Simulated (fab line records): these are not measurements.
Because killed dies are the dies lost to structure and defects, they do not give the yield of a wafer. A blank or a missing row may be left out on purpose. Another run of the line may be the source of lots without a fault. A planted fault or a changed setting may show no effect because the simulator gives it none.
One fault seen from 2 desks / flow gf180mcu / each desk has only its own numbers; what lay behind them comes last

THE METROLOGY DESK
Means of the sampled wafers that have a number, per lot and without regard to the tool the lot ran on: this is what the gauges read. If a lot's mean is further than 4 standard deviations from the usual mean, the lot is out of limits and carries the mark OUT (the distance appears in the brackets).
Columns: A = PSD_OVL at GF_PSD_OVL_MEAS_08, usual 1.0 nm; B = SAB_CVD_00_THK at GF_SAB_THK_MEAS_01, usual 50.0 nm; C = cd nm at GF_SAB_CD_MEAS_09, usual 420.2 nm
lot=L664; first seen here=day 15 06:55; A=0.4; B=49.5; C=421.4
lot=L665; first seen here=day 15 15:46; A=0.7; B=49.9; C=415.4
lot=L666; first seen here=day 15 16:25; A=2.6; B=50.3; C=418.0
lot=L670; first seen here=day 17 08:58; A=-0.3; B=50.6; C=416.0
lot=L675; first seen here=day 18 08:49; A=0.3; B=50.9; C=421.3
lot=L678; first seen here=day 19 07:47; A=1.3; B=50.7; C=422.3
lot=L680; first seen here=day 20 05:07; A=0.7; B=50.5; C=421.5
lot=L681; first seen here=day 20 11:52; A=1.9; B=50.1; C=420.4
lot=L682; first seen here=day 20 17:19; A=0.0; B=49.5; C=420.7
lot=L683; first seen here=day 21 05:49; A=-0.0; B=50.4; C=422.3
lot=L684; first seen here=day 21 09:46; A=-1.3; B=50.0; C=420.1
lot=L685; first seen here=day 21 17:19; A=1.2; B=50.6; C=421.0
lot=L686; first seen here=day 21 23:01; A=2.7; B=50.5; C=419.8
Finding of this desk: none of the 13 lots has anything out of limits.

AT THE TOOL OWNER'S DESK: pecvd-03
The tool's own readings at GF_SAB_CVD_00 (deposits SiO2 from TEOS, target thk 50 nm, time 4.9302 s): means of the sampled wafers that have a number, for each lot that ran on this tool. If a lot's mean is further than 4 standard deviations from the usual mean, the lot is out of limits and carries the mark OUT (the distance appears in the brackets).
Columns: A = heater power w at GF_SAB_CVD_00, usual 607 W
lot=L670; first seen here=day 17 09:41; A=612
lot=L675; first seen here=day 18 09:32; A=664
lot=L682; first seen here=day 20 18:02; A=637
lot=L685; first seen here=day 21 18:02; A=649
lot=L686; first seen here=day 21 23:44; A=642
Finding of this desk: none of the 5 lots has anything out of limits.

PUT TOGETHER
The metrology desk saw nothing out of limits.
Nothing out of limits was seen by the tool owner's desk.

WHAT THE SIMULATOR HAD INSERTED
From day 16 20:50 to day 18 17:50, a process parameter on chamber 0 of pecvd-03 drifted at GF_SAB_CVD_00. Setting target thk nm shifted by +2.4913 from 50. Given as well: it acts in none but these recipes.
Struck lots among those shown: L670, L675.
